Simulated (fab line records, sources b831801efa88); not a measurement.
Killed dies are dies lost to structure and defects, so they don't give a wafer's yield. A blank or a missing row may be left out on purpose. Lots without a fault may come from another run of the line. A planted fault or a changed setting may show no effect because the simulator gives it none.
fab line records | flow sfq_line
record lots=14 wafers=42 last_day=75
route steps=325 shown L0V@25 I1@73 I2@114 I7@298
lots that met no fault: from a run of the same line without faults
start_h: hours from the record's first day to the start of the lot's first wafer shown | wait_h: hours since the lot's step before | " the same as in the row above | L1.1+2: a row that stands for several wafers | - no value, or no start given | * or withheld: withheld | < > ~ a bound
route shown NAME@n: a module of which the file shows steps, and the number in the route of the first | usual: mean/standard deviation of fault-free wafers | same: alike in all rows | chamber/n: place in a boat | sites: the reading at each site | _std_site: their standard deviation | _edge_site: outer sites' mean less inner sites' | radius_mm: how far each site lies from the wafer's centre | mask NAME#n: copy n | behind: the tool/chamber that last shaped the wafer | hold: why the lot was held/for how many hours/how that ended | device: the transistor (n, p or np) that didn't switch | end of line: the same wafers' tests at the end of the route | a step without rows: its recipe alone | killed: dies lost to structure and defects at the first sort, not the wafer's yield | map: a wafer's dies, x killed, . not, _ none there
set.NAME: the setting as run; set.NAME@STEP: as run at that earlier step | model.NAME: the simulator's own value behind a step, which no gauge read
steps of the route over a sample of lots; a table a step, a row a wafer
services: from which hour (start_h, from the record's first day; less than 0 if before it) a tool's chamber was out of use, for how many hours, and why
## steps
# step SFQ_TRILAYER_L0_VIA_ETCH_VIA_ETCH_016
# recipe target=SiO2 stop_on=MoNx_KI mask_material=PR chemistry=CHF3 target_depth_nm=80 source_w=500 bias_w=80 pressure_mtorr=30 time_s=withheld
# usual drypump_motor_current_A=5.7/0.35 oes_product_au=0.842/0.0075
# columns lot.wafer tool chamber start_h wait_h drypump_motor_current_A oes_product_au
L991.3 rie_diel-01 1 96.14 0.0 5.1 0.843
L991.4 " 2 " " 5.6 0.848
L991.5 " 2 " " 5.6 0.830
L992.4 rie_diel-03 2 99.74 0.0 5.5 0.855
L992.5 " 2 " " 5.5 0.851
L992.6 " 3 " " 6.2 0.851
L994.1 rie_diel-01 3 111.74 0.0 5.4 0.848
L994.3 " 2 " " 5.6 0.851
L994.6 " 2 " " 5.6 0.847
L998.3 rie_diel-02 3 146.29 0.0 6.0 0.836
L998.4 " 0 " " 5.7 0.846
L998.5 " 2 " " 6.0 0.857
L100.1 rie_diel-02 1 161.11 0.0 5.2 0.839
L100.3 " 2 " " 6.0 0.834
L100.6 " 2 " " 6.0 0.832
L102.1 rie_diel-01 1 173.11 0.0 5.2 0.836
L102.4 " 3 " " 5.4 0.844
L102.5 " 1 " " 5.2 0.848
L103.1 rie_diel-02 0 174.31 0.0 5.7 0.828
L103.2 " 1 " " 5.1 0.825
L103.3 " 2 " " 6.0 0.840
L105.2 rie_diel-03 3 193.44 0.0 6.2 0.844
L105.4 " 1 " " 5.4 0.848
L105.5 " 1 " " 5.4 0.847
L109.2 rie_diel-01 1 216.24 0.0 5.2 0.852
L109.4 " 3 " " 5.4 0.851
L109.5 " 3 " " 5.4 0.849
L110.2 rie_diel-03 1 222.34 0.0 5.4 0.837
L110.3 " 2 " " 5.5 0.849
L110.4 " 0 " " 6.0 0.848
L111.1 rie_diel-03 1 228.41 0.0 5.5 0.835
L111.3 " 2 " " 5.5 0.842
L111.6 " 2 " " 5.5 0.846
L112.1 rie_diel-03 2 234.41 0.0 5.5 0.839
L112.3 " 0 " " 6.0 0.832
L112.6 " 2 " " 5.5 0.845
L113.1 rie_diel-03 2 239.21 0.0 5.5 0.837
L113.4 " 0 " " 6.0 0.841
L113.5 " 0 " " 6.0 0.836
L114.1 rie_diel-01 0 245.96 0.0 5.2 0.828
L114.2 " 1 " " 5.2 0.833
L114.3 " 2 " " 5.7 0.836
# step SFQ_TRILAYER_I1_DEP_PECVD_045
# recipe material=SiO2 temp_c=150 time_s=111.11 pressure_torr=2.4 rf_w=183.3 precursor=SiH4/N2O target_thk_nm=500
# usual chamber_pressure_Torr=2.401/0.0058 heater_power_outer_w=31/10 heater_power_w=83/16 throttle_valve_pct=25.1/0.9
# columns lot.wafer tool chamber start_h wait_h chamber_pressure_Torr heater_power_outer_w heater_power_w since_wet_clean_h throttle_valve_pct
L991.3 pecvd-01 1 298.52 0.0 2.399 35 83 - 24.3
L991.4 " 2 " " 2.398 28 75 - 25.0
L991.5 " 1 " " 2.402 24 69 - 24.1
L992.4 pecvd-02 1 300.92 0.0 2.402 22 75 - 24.6
L992.5 " 2 " " 2.403 49 119 - 26.3
L992.6 " 0 " " 2.404 37 87 - 25.2
L994.1 pecvd-02 2 316.74 0.0 2.401 53 126 1231 26.4
L994.3 " 0 " " 2.397 37 87 1231 25.2
L994.6 " 1 " " 2.397 25 79 - 24.9
L998.3 pecvd-04 0 343.14 0.0 2.401 27 79 504 25.5
L998.4 " 0 " " 2.403 28 82 - 25.3
L998.5 " 1 " " 2.400 41 85 - 24.3
L100.1 pecvd-02 1 365.77 0.0 2.405 24 76 1280 24.5
L100.3 " 2 " " 2.398 52 122 1280 26.2
L100.6 " 2 " " 2.407 53 124 - 26.1
L102.1 pecvd-02 1 393.55 0.0 2.407 25 76 1308 24.6
L102.4 " 0 " " 2.404 32 80 - 25.1
L102.5 " 1 " " 2.408 27 83 - 24.7
L103.1 pecvd-01 1 396.95 0.0 2.407 30 81 942 24.7
L103.2 " 0 " " 2.402 33 79 942 26.0
L103.3 " 2 " " 2.407 25 70 942 25.3
L105.2 pecvd-01 1 421.39 0.0 2.407 33 82 966 24.7
L105.4 " 2 " " 2.402 22 69 - 25.3
L105.5 " 1 " " 2.403 34 83 - 24.5
L109.2 pecvd-04 0 449.40 0.0 2.409 28 84 611 25.9
L109.4 " 0 " " 2.405 17 69 - 25.8
L109.5 " 1 " " 2.411 43 89 - 24.7
L110.2 pecvd-02 0 450.60 0.0 2.401 30 78 1365 25.3
L110.3 " 2 " " 2.396 52 124 1365 26.1
L110.4 " 2 " " 2.397 54 124 - 26.1
L111.1 pecvd-04 2 461.42 0.0 2.405 12 61 623 22.9
L111.3 " 1 " " 2.409 46 94 623 24.9
L111.6 " 1 " " 2.405 34 79 - 24.5
L112.1 pecvd-01 2 475.80 0.0 2.412 26 75 1021 25.1
L112.3 " 0 " " 2.393 28 72 1021 26.5
L112.6 " 1 " " 2.396 32 80 - 24.5
L113.1 pecvd-02 0 484.22 0.0 2.405 31 78 1398 25.1
L113.4 " 1 " " 2.405 21 72 - 25.0
L113.5 " 2 " " 2.396 39 103 - 26.4
L114.1 pecvd-01 1 498.62 0.0 2.412 29 76 1043 24.6
L114.2 " 2 " " 2.402 24 70 1043 25.2
L114.3 " 0 " " 2.404 28 73 1043 26.2
# step SFQ_TRILAYER_I2_VIA_BARC_OPEN_VIA_ETCH_096
# recipe mask_material=PR chemistry=O2 target_depth_nm=125 target=BARC source_w=500 bias_w=80 pressure_mtorr=30 time_s=41.7
# usual drypump_motor_current_A=5.5/0.39 oes_product_au=0.685/0.005 run_length_s=70.0/0.48
# columns lot.wafer tool chamber start_h wait_h drypump_motor_current_A oes_product_au rf_hours_counter_h run_length_s
L991.3 rie_diel-02 0 589.83 0.0 5.7 0.673 62 70.2
L991.4 " 2 " " 6.0 0.683 3 70.7
L991.5 " 2 " " 6.0 0.686 - 70.3
L992.4 rie_diel-02 0 601.83 0.0 5.8 0.691 63 70.6
L992.5 " 0 " " 5.7 0.689 - 70.3
L992.6 " 3 " " 6.0 0.685 - 70.6
L994.1 rie_diel-04 2 619.83 0.0 5.3 0.679 25 70.5
L994.3 " 0 " " 4.9 0.680 7 69.8
L994.6 " 3 " " 4.9 0.688 - 69.4
L998.3 rie_diel-03 2 652.25 0.0 5.5 0.683 - 69.5
L998.4 " 1 " " 5.4 0.674 - 70.3
L998.5 " 2 " " 5.5 0.672 - 69.4
L100.1 rie_diel-03 3 679.83 0.0 6.2 0.683 60 69.6
L100.3 " 1 " " 5.4 0.685 15 69.7
L100.6 " 2 " " 5.5 0.675 - 69.6
L102.1 rie_diel-03 2 718.97 0.0 5.5 0.900 7 58.1
L102.4 " 0 " " 6.0 0.696 - 69.4
L102.5 " 2 " " 5.5 0.894 - 57.7
L103.1 rie_diel-03 2 723.77 0.0 5.5 0.893 7 57.9
L103.2 " 0 " " 6.0 0.678 1 69.1
L103.3 " 1 " " 5.4 0.677 16 69.8
L105.2 rie_diel-04 0 758.02 0.0 4.9 0.679 12 69.5
L105.4 " 3 " " 4.9 0.676 2 69.5
L105.5 " 3 " " 4.9 0.692 - 69.7
L109.2 rie_diel-02 1 795.37 0.0 5.2 0.685 12 70.4
L109.4 " 2 " " 6.0 0.688 7 70.4
L109.5 " 0 " " 5.7 0.680 - 70.0
L110.2 rie_diel-03 0 798.82 0.0 6.0 0.683 3 69.5
L110.3 " 1 " " 5.4 0.688 18 69.8
L110.4 " 2 " " 5.5 0.696 9 69.8
L111.1 rie_diel-04 0 809.62 0.0 5.0 0.688 12 70.1
L111.3 " 3 " " 4.9 0.682 3 69.4
L111.6 " 0 " " 5.0 0.681 - 69.8
L112.1 rie_diel-03 2 822.82 0.0 5.5 0.684 9 69.7
L112.3 " 1 " " 5.4 0.677 18 70.2
L112.6 " 1 " " 5.5 0.680 - 70.1
L113.1 rie_diel-03 2 833.62 0.0 5.5 0.686 9 69.5
L113.4 " 2 " " 5.5 0.688 - 69.3
L113.5 " 1 " " 5.4 0.672 - 69.8
L114.1 rie_diel-04 1 846.82 0.0 5.8 0.686 5 70.0
L114.2 " 3 " " 4.9 0.684 4 69.5
L114.3 " 2 " " 5.4 0.693 31 70.6
# step SFQ_I7_BOW_MEAS_946
# recipe mode=bow
# usual I7_BOW=8/9.8
# columns lot.wafer tool chamber start_h wait_h I7_BOW[um]
L991.3 film_metro-01 - 1514.14 1.5 3
L991.4 " - " " 1
L991.5 " - " " 12
L992.4 film_metro-03 - 1524.16 1.1 4
L992.5 " - " " 4
L992.6 " - " " -5
L994.1 film_metro-03 - 1554.88 1.0 -10
L994.3 " - " " -15
L994.6 " - " " -13
L998.3 film_metro-02 - 1573.38 1.0 13
L998.4 " - " " 8
L998.5 " - " " 10
L100.1 film_metro-03 - 1580.80 1.0 6
L100.3 " - " " 3
L100.6 " - " " 0
L102.1 film_metro-03 - 1586.42 1.0 22
L102.4 " - " " 14
L102.5 " - " " 4
L103.1 film_metro-01 - 1587.80 2.0 11
L103.2 " - " " 2
L103.3 " - " " 0
L105.2 film_metro-02 - 1592.44 2.0 13
L105.4 " - " " 19
L105.5 " - " " 15
L109.2 film_metro-02 - 1614.44 1.5 15
L109.4 " - " " 20
L109.5 " - " " 13
L110.2 film_metro-02 - 1617.44 1.5 -3
L110.3 " - " " 2
L110.4 " - " " 14
L111.1 film_metro-03 - 1617.80 1.5 25
L111.3 " - " " 17
L111.6 " - " " 12
L112.1 film_metro-02 - 1709.72 1.0 -3
L112.3 " - " " -4
L112.6 " - " " -2
L113.1 film_metro-02 - 1714.60 1.5 20
L113.4 " - " " 6
L113.5 " - " " 18
L114.1 film_metro-01 - 1726.60 2.0 3
L114.2 " - " " 7
L114.3 " - " " -1
## services
# columns tool chamber start_h hours kind
pecvd-02 - 78.16 3.5 repair
rie_diel-02 3 95.66 3.5 repair
rie_diel-02 1 98.17 1.9 repair
pecvd-02 - 106.89 0.8 repair
rie_diel-02 1 132.39 2.6 repair
rie_diel-02 0 176.65 1.3 repair
rie_diel-03 - 211.69 2.8 pm
rie_diel-03 3 222.62 1.3 repair
rie_diel-03 3 260.43 6.5 repair
rie_diel-03 1 278.05 25.2 repair
rie_diel-03 1 316.50 3.7 repair
rie_diel-03 - 398.06 14.6 pm
rie_diel-02 0 401.76 9.9 repair
rie_diel-02 - 402.73 2.8 pm
rie_diel-02 3 480.55 3.5 repair
rie_diel-03 - 487.93 1.5 repair
rie_diel-03 0 498.25 13.7 repair
rie_diel-03 2 522.96 2.8 repair
rie_diel-03 - 620.85 15.6 pm
rie_diel-03 2 644.45 2.7 repair
rie_diel-03 3 646.45 7.1 repair
rie_diel-03 3 686.55 18.3 repair
rie_diel-03 1 686.80 5.1 repair
rie_diel-03 3 830.64 19.1 repair
## key
first_sign step=SFQ_TRILAYER_I2_VIA_BARC_OPEN_VIA_ETCH_096 reading=oes_product_au direction=up sigmas=42 usual=0.685 struck=0.896
effect step=SFQ_TRILAYER_I2_VIA_BARC_OPEN_VIA_ETCH_096 reading=run_length_s direction=down sigmas=25 usual=* struck=*
met_at SFQ_TRILAYER_I2_VIA_BARC_OPEN_VIA_ETCH_096
struck_lots L102,L103
struck_wafers L102.1,L102.5,L103.1
not_acting_at SFQ_TRILAYER_L0_VIA_ETCH_VIA_ETCH_016,SFQ_TRILAYER_I1_DEP_PECVD_045,SFQ_I7_BOW_MEAS_946
onset_between 679.83 718.97
fault kind=process_parameter_drift tool=rie_diel-03 chamber=2 onset_h=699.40 steps=SFQ_TRILAYER_I2_VIA_BARC_OPEN_VIA_ETCH_096 channel=time_s offset=* shape=step end_h=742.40 acts_in=* stated=*
